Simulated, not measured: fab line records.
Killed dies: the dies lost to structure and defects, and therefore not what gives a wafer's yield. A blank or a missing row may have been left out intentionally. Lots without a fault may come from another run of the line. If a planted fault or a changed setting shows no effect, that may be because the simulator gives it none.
Chamber matching + flow gf180mcu + GF_CONTACT_CVD_02 on pecvd-02 has 3 sister chambers
The step deposits SiO2 from TEOS, target thk 860 nm, time 95.992 s. 3 wafers are shown with their chamber, then 7 later ones without.

WAFERS WITH THEIR CHAMBER
| wafer  | chamber | heater power w (W) |
|--------|---------|--------------------|
| L237.2 | 0       | 651                |
| L238.1 | 2       | 734                |
| L238.2 | 1       | 678                |

WAFERS WITH NO CHAMBER GIVEN
| wafer  | heater power w (W) |
|--------|--------------------|
| L238.4 | 590                |
| L241.2 | 597                |
| L241.3 | 651                |
| L241.5 | 626                |
| L247.3 | 752                |
| L247.4 | 722                |
| L247.5 | 592                |

WHICH CHAMBER EACH WENT THROUGH
| wafer  | from the rows above          | in truth |
|--------|------------------------------|----------|
| L238.4 | can't be placed: 0 or 1      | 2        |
| L241.2 | can't be placed: 0 or 1      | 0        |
| L241.3 | can't be placed: 0 or 1      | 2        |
| L241.5 | can't be placed: 0 or 1      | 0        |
| L247.3 | can't be placed: 2 or 1      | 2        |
| L247.4 | can't be placed: 2 or 1 or 0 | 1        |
| L247.5 | can't be placed: 0 or 1      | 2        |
0 of 7 placed correctly. Can't be placed from these rows: 7 (the true chamber is among the candidates in 4). Number placed wrongly: 0.
How it was worked out, from the rows above alone: a wafer's distance from a chamber is the root of the sum, over the readings, of the square of ((its reading less the chamber's mean) divided by the reading's scatter). The wafer belongs to the nearest chamber; if the next one is less than 2 further off, it can't be placed. A chamber's mean is the mean of its shown wafers. The scatter: root of mean squared gap, hidden wafer to nearest shown wafer, with one shown wafer a chamber.
